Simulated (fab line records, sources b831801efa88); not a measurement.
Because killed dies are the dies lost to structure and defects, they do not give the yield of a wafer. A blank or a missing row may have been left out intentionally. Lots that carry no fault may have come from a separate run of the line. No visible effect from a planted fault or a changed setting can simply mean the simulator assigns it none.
Code-filled problem report in 8D (eight disciplines) form | flow gf180mcu | the parts of the form that need people (team, actions taken, sign-off) are left out

1. THE ISSUE
Across 2 wafers from 2 lots, MIM_ALCU_RS at GF_MIM_RS_MEAS_10 averages 0.1447 ohm/sq, while fault-free wafers read 0.1609 ohm/sq with a standard deviation of 0.002. Relative to the usual mean, that is a shift of -8.1 standard deviations.
The step: measures by four-point-probe.
Seen first at day 26 15:44 on film metro-03, wafer L552.2. The record has a number at this step for 29 wafers belonging to 10 lots. The rule behind "out" and "out of limits": a value lying over 4 standard deviations away from the usual mean. The rest of the wafers with a number are treated as sound.

2. WHAT IT IS, AND WHAT IT ISN'T
question                    | is                | is not
which readings at this step | MIM_ALCU_RS       | -
which lots                  | L552, L554        | L547, L555, L562, L564, L565, L566, L567, L569
which wafers of those lots  | L552.2, L554.5    | L552.4, L554.1, L554.4
read on which gauges        | film metro-03     | film metro-01, film metro-02
when                        | from day 26 15:44 | up to then (4 sound wafers); but 23 sound wafers of L554, L555, L562, L564, L565, L566, L567, L569 came after

3. SUSPECTS, AND WHAT RULES EACH OUT
Counting: if a tool at a process step up to the reading ran every lot that is out, it stays a suspect. Sound lots after the first of them don't rule it out here, since some wafers of a struck lot are sound.
- the gauge at GF_MIM_RS_MEAS_10 is ruled out. All the wafers that are out were read on film metro-03, but those of them that GF_MIM_METAL_ETCH_19 has rows for are out there too, on other tools.
- plasma asher-01 at GF_V4_STRIP_18 (strips in O2/N2): kept. It ran every lot that is out, first L552 (day 26 14:04).
- pvd sputter-04 at GF_MIM_SPUTTER_08 (material AlCu, target thk 200 nm, time 10.6 s): kept. Ran every lot that is out, first one L552 (day 26 15:39); last sound lot up to then L547 (day 25 02:12).
- At GF_V4_STRIP_18 on plasma asher-01, chamber 0 took the sound wafers of the same lots and chamber 1 took the wafers that are out.
Remaining after the count are plasma asher-01 at GF_V4_STRIP_18 and pvd sputter-04 at GF_MIM_SPUTTER_08.

4. THE CAUSE (what the simulator had put in)
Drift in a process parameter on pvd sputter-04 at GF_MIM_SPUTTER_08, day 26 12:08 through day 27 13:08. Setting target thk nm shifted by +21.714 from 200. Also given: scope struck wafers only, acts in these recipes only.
After counting, 2 suspects remain, this tool included.

5. THE EFFECT CHAIN, in route order
Each row: a reading where the mean over the struck wafers with a number is more than 3 standard deviations away from the usual. Readings are gone through only where the record gives a usual standard deviation; hours: the median, over the lots, of the time from a lot's start at the first step in this table giving one to that lot's start at this step; sigmas: the change measured in usual standard deviations.
hours | step                    | reading              | usual         | on struck wafers | change  | sigmas
0     | GF_MIM_RS_MEAS_10       | MIM_ALCU_RS          | 0.1609 ohm/sq | 0.1447           | -0.0162 | -8.1
0     | GF_MIM_THK_MEAS_11      | MIM_ALCU_THK         | 199.3 nm      | 220.1            | +20.8   | +8.0
20    | GF_MIM_METAL_ETCH_19    | oes product au       | 0.938 a.u.    | 0.974            | +0.036  | +5.1
20    | GF_MIM_METAL_ETCH_19    | throttle valve pct   | 28.286 %      | 28.248           | -0.038  | -3.8
102   | GF_PASSIVATION_PROBE_99 | defect limited yield | 90.2 %        | 85.2             | -5.0    | -3.6
102   | GF_PASSIVATION_PROBE_99 | killed at other      | 0.1           | 22.0             | +21.9   | +68
102   | GF_PASSIVATION_PROBE_99 | killed dies          | 48            | 73               | +25     | +3.7
102   | GF_PASSIVATION_PROBE_99 | killed on rim        | 9.7           | 24.5             | +14.8   | +5.3
102   | GF_PASSIVATION_PROBE_99 | sort_bin_3_pad_short | 0.42 %        | 4.78             | +4.36   | +15
102   | GF_PASSIVATION_PROBE_99 | sort n pass          | 444           | 419              | -25     | -3.7
102   | GF_PASSIVATION_PROBE_99 | sort yield pct       | 90.2 %        | 85.2             | -5.0    | -3.6
The process steps in it:
- GF_MIM_METAL_ETCH_19: etches the open film in Cl2/BCl3, stops on Si3N4, target depth 324.5 nm, time 54.1 s.
- GF_PASSIVATION_PROBE_99
At these later measuring or inspecting steps, every struck wafer for which the step has a row has a number for every such reading, and none has moved that far: GF_M5_OVL_MEAS_08.

6. HOW IT WOULD HAVE BEEN CAUGHT EARLIER
The first out-of-limits reading at a measuring or inspecting step in this record came at day 26 15:44, 4 hours after the fault's start at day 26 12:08.
Of the tool readings at GF_MIM_SPUTTER_08 for which the record gives a usual standard deviation, none was out on any struck wafer, so an alarm limit of 4 standard deviations on them would not have fired.
Of the lots that are out (2), L554 began GF_MIM_SPUTTER_08 on pvd sputter-04 after day 26 15:44. Had the tool been put on hold then, it would have been spared.
